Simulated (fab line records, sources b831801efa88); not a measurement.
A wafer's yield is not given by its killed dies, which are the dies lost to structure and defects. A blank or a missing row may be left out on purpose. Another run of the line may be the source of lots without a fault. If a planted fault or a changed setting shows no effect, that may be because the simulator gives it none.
Which tool was responsible? ; flow sky130 ; Sampling: 13 lots, 39 wafers, 4 of 708 route steps

WHAT EACH GAUGE READ, for each wafer
SKY_LOCAL_INTERCONNECT_CD_MEAS_11 targets a cd of 170 nm.
lot;measured;on;cd nm (nm)
L772;day 30 13:34;cd sem-01;168.6 168.0 168.7
L773;day 31 04:07;cd sem-01;171.0 171.8 171.5
L774;day 31 09:00;cd sem-01;170.2 171.2 171.0
L776;day 32 17:31;cd sem-02;168.3 169.1 168.9
L778;day 32 18:12;cd sem-01;170.4 170.1 169.3
L785;day 35 02:04;cd sem-02;169.1 166.6 168.6
L786;day 35 08:34;cd sem-02;169.7 169.6 171.6
L787;day 35 16:16;cd sem-02;169.6 169.7 169.2
L791;day 36 22:58;cd sem-02;170.5 170.8 170.1
L790;day 37 00:19;cd sem-02;170.2 169.1 169.6
L792;day 37 02:50;cd sem-01;168.9 169.5 169.9
L793;day 37 08:15;cd sem-01;170.0 169.3 169.8
L794;day 37 15:52;cd sem-01;170.4 170.9 170.3

SKY_CONTACT_THK_MEAS_01.
lot;measured;on;CONTACT_CVD_00_THK (nm)
L772;day 30 14:29;film metro-01;74.5 74.8 77.4
L773;day 31 05:00;film metro-01;74.7 73.9 76.0
L774;day 31 09:54;film metro-03;74.1 75.6 75.9
L776;day 32 18:25;film metro-04;73.1 74.3 74.0
L778;day 32 19:07;film metro-04;74.3 75.1 75.8
L785;day 35 03:01;film metro-03;73.9 75.1 74.8
L786;day 35 09:29;film metro-01;75.3 76.4 75.7
L787;day 35 17:13;film metro-01;75.2 74.4 73.9
L791;day 36 23:52;film metro-03;74.3 74.8 75.1
L790;day 37 01:14;film metro-01;74.4 74.7 75.7
L792;day 37 03:43;film metro-01;74.5 75.4 75.3
L793;day 37 09:19;film metro-03;73.6 72.6 74.2
L794;day 37 16:47;film metro-04;74.7 73.5 76.1

WHAT TOOL EACH LOT RAN ON (gives the tool, then ch and the chambers of the sampled wafers, and finally the start)
lot;SKY_LOCAL_INTERCONNECT_ETCH_13;SKY_CONTACT_CVD_00
L772;rie metal-04 ch 0,1, day 30 13:43;pecvd-03 ch 0,1,2, day 30 14:26
L773;rie metal-04 ch 0,1, day 31 04:16;pecvd-03 ch 1,2, day 31 04:58
L774;rie metal-04 ch 0,1, day 31 09:10;pecvd-03 ch 0,1, day 31 09:52
L776;rie metal-01 ch 0,1, day 32 17:39;pecvd-04 ch 1,2, day 32 18:22
L778;rie metal-04 ch 0,1, day 32 18:20;pecvd-02 ch 0,2, day 32 19:04
L785;rie metal-04 ch 0,1, day 35 02:13;pecvd-02 ch 0,2, day 35 02:57
L786;rie metal-03 ch 0,1, day 35 08:43;pecvd-03 ch 0,2, day 35 09:26
L787;rie metal-04 ch 0,1, day 35 16:24;pecvd-02 ch 0,2, day 35 17:10
L791;rie metal-04 ch 0,1, day 36 23:08;pecvd-03 ch 0,1, day 36 23:50
L790;rie metal-03 ch 0,1, day 37 00:28;pecvd-04 ch 0,1, day 37 01:12
L792;rie metal-01 ch 0,1, day 37 02:59;pecvd-02 ch 0,1,2, day 37 03:40
L793;rie metal-04 ch 0, day 37 08:25;pecvd-04 ch 0,1,2, day 37 09:17
L794;rie metal-01 ch 0,1, day 37 16:01;pecvd-03 ch 0,1,2, day 37 16:45
- SKY_LOCAL_INTERCONNECT_ETCH_13: etches BARC in N2/H2, stops on SiO2, time 45.9 s, target depth 60 nm.
- SKY_CONTACT_CVD_00: deposits Si3N4, target thk 75 nm.

AS READ BY THE TOOLS THEMSELVES (means over the sampled wafers that have a number; for cases with no such wafer, the mark the record gives instead)
SKY_LOCAL_INTERCONNECT_ETCH_13.
lot;tool;bias w (W);drypump motor current A (A);oes product au (a.u.);throttle valve pct (%)
L772;rie metal-04;99.52;5.3;0.851;13.222
L773;rie metal-04;100.22;5.3;0.857;13.227
L774;rie metal-04;95.95;5.3;0.846;13.227
L776;rie metal-01;100.18;5.5;0.857;13.223
L778;rie metal-04;95.68;5.3;0.857;13.222
L785;rie metal-04;100.17;5.3;0.857;13.213
L786;rie metal-03;100.03;5.6;0.856;13.220
L787;rie metal-04;99.94;5.3;0.852;13.217
L791;rie metal-04;99.84;5.3;0.854;13.219
L790;rie metal-03;99.91;5.3;0.851;13.220
L792;rie metal-01;99.68;5.5;0.859;13.236
L793;rie metal-04;99.86;6.4;0.857;13.219
L794;rie metal-01;100.29;5.8;0.855;13.232

SKY_CONTACT_CVD_00.
lot;tool;heater power w (W)
L772;pecvd-03;808
L773;pecvd-03;750
L774;pecvd-03;705
L776;pecvd-04;816
L778;pecvd-02;640
L785;pecvd-02;656
L786;pecvd-03;846
L787;pecvd-02;726
L791;pecvd-03;814
L790;pecvd-04;777
L792;pecvd-02;655
L793;pecvd-04;764
L794;pecvd-03;829

THE ANSWER, worked out from the rows above alone
Rule: the lots themselves supply what counts as usual. Put in order of their means at a reading, lots are off if they are a third of the lots or fewer, leave a main group of 4 or more, and stand apart from it by a gap of 3 or more times the standard deviation of the main group's means; of several such gaps the widest counts. Not used: any main group whose means are identical at the precision the tables above print for the reading. A lot without any number at a reading at which 4 lots or more have one is off too. All remaining lots with rows at the step are treated as sound. The gauges are gone through in route order, then the tools' own readings, and for those a lot's mean is taken as printed above. At the first step where some lot is off, the reading lying furthest off is the one used; lots without a number count as furthest.
Off at SKY_LOCAL_INTERCONNECT_ETCH_13 (bias w): L774, L778. The main group has a mean of 99.97 W with a standard deviation of 0.23.
A tool fits if, at that step or a process step before it, it ran every lot that is off, and no sound lot after the first of them. Not one of the candidates tried fits.

WHAT THE SIMULATOR HAD INSERTED
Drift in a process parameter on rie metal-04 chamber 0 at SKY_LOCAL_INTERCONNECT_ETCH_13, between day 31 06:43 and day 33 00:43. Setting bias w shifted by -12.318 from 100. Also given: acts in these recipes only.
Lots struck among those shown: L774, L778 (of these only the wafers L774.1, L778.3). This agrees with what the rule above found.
